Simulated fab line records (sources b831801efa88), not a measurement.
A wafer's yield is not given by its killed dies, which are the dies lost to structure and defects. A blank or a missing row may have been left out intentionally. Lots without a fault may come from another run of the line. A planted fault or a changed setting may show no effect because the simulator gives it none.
Which tool did it? ; flow sky130 ; 6 lots, 18 wafers sampled, at 1 step of a route of 708

== WHAT EACH GAUGE READ, for each wafer ==
SKY_VT_ADJUST_HVTP_TW_MEAS_11.
lot;measured;on;VT_ADJUST_HVTP_TW
L981;day 6 12:32;film-metro-04;1366 1369 1369
L983;day 7 00:54;film-metro-04;1359 1359 1363
L985;day 7 15:11;film-metro-04;1364 1358 1365
L989;day 8 13:43;film-metro-04;1366 1362 1367
L992;day 9 11:19;film-metro-02;1362 1355 1354
L994;day 10 04:53;film-metro-04;1370 1369 1361

== EACH LOT AND THE TOOL THAT RAN IT (in order: tool; ch and the chambers of the sampled wafers; start) ==
Before these readings, the record contains no process step.

== THE ANSWER, worked out from the rows above alone ==
Rule: the usual values come from the lots themselves. The widest of any qualifying gaps counts: lots, ordered by their means at a reading, are off when they make up no more than a third of the lots, leave a main group of 4 or more, and stand apart from it by 3 or more times the standard deviation of that group's means. A main group whose means are all the same, to the digits that the tables above print for the reading, isn't used. Also off: a lot with no number at a reading for which 4 or more lots have one. All remaining lots with rows at the step are treated as sound.
None of the lots is off at any reading shown; this tells nothing.

== WHAT THE SIMULATOR PUT IN ==
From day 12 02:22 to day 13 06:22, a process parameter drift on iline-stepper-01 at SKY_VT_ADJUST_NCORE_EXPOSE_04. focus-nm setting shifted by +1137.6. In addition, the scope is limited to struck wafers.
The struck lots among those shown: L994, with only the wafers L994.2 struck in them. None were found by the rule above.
